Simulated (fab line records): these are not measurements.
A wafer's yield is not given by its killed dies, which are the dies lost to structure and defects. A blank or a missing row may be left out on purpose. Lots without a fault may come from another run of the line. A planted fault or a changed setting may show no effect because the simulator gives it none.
A single fault, viewed from 2 desks | flow gf180mcu | what lay behind the numbers comes last; until then each desk has only its own

## AT THE METROLOGY DESK
What the gauges read for every lot (on any tool): the sampled wafers with a number, averaged. Any lot whose mean is over 4 standard deviations away from the usual mean is out of limits and marked OUT; that distance is given in the brackets.
Columns: A = V2_OVL at GF_V2_OVL_MEAS_15, usual 0 nm; B = cd-nm at GF_M3_CD_MEAS_14, usual 280.6 nm
lot  | first seen here | A  | B
L247 | day 20 17:29    | 6  | 280.5
L250 | day 21 18:40    | 9  | 279.5
L252 | day 22 14:05    | -6 | 279.3
L253 | day 22 23:56    | 3  | 279.7
L255 | day 23 11:26    | 1  | 280.5
L258 | day 24 14:57    | 5  | 279.9
L259 | day 24 22:56    | 0  | 282.6
L260 | day 25 08:32    | -1 | 281.9
L261 | day 25 17:43    | -4 | 281.5
L263 | day 26 06:02    | -1 | 280.9
L266 | day 26 22:50    | 4  | 280.8
L267 | day 27 05:44    | -5 | 278.4
L268 | day 27 16:27    | 0  | 283.0
L269 | day 28 01:00    | 2  | 280.7
This desk's finding: nothing out of limits on any of the 14 lots.

## THE TOOL OWNER'S DESK: rie-metal-01
The tool's own readings at GF_M3_METAL_ETCH_16 (etches the open film in Cl2/BCl3, stops on SiO2, target depth 750.8 nm, time 125.1 s): means of the sampled wafers that have a number, for each lot that ran on this tool. Any lot whose mean is over 4 standard deviations away from the usual mean is out of limits and marked OUT; that distance is given in the brackets.
Columns: A = bcl3-flow-sccm at GF_M3_METAL_ETCH_16, usual 40.02 sccm; B = chamber-pressure-mTorr at GF_M3_METAL_ETCH_16, usual 8.000 mTorr; C = drypump-motor-current-A at GF_M3_METAL_ETCH_16, usual 5.7 A; D = he-backside-leak-sccm at GF_M3_METAL_ETCH_16, usual 3.28 sccm; E = oes-product-au at GF_M3_METAL_ETCH_16, usual 0.989 a.u.; F = rf-fwd-power-W at GF_M3_METAL_ETCH_16, usual 797.5 W; G = throttle-valve-pct at GF_M3_METAL_ETCH_16, usual 28.230 %
lot  | first seen here | A     | B     | C   | D    | E               | F     | G
L250 | day 22 19:58    | 39.98 | 7.995 | 5.6 | 3.46 | 0.783 (-26) OUT | 797.9 | 28.466 (+20) OUT
L252 | day 23 14:31    | 39.73 | 8.000 | 5.6 | 3.32 | 0.996           | 793.6 | 28.243
L253 | day 24 00:08    | 40.25 | 7.999 | 5.6 | 3.35 | 0.857 (-17) OUT | 799.1 | 28.378 (+12) OUT
L267 | day 28 03:41    | 39.94 | 7.994 | 5.6 | 3.10 | 0.991           | 797.4 | 28.229
L268 | day 28 14:10    | 39.96 | 8.002 | 5.6 | 3.20 | 0.995           | 797.6 | 28.234
L269 | day 28 21:34    | 40.06 | 8.000 | 5.6 | 3.32 | 0.995           | 797.7 | 28.230
This desk's verdict: out of limits on L250, L253, starting with L250 at day 22 19:58 (oes-product-au at GF_M3_METAL_ETCH_16). L252, L267, L268, L269 stayed within limits.

## PUT TOGETHER
The tool owner's desk could have raised an alarm at day 22 19:58, on L250, L253.
The metrology desk saw nothing out of limits.
The metrology desk holds a record of L250, L253, inside its limits.
Every lot named ran GF_M3_METAL_ETCH_16 on rie-metal-01.

## WHAT HAD BEEN PUT IN BY THE SIMULATOR
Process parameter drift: rie-metal-01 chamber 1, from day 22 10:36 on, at GF_M3_METAL_ETCH_16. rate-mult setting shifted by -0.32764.
Shown lots that were struck: L250, L253.
Time in hours from fault onset to the first out-of-limits reading at each desk: the tool owner's desk, 9.
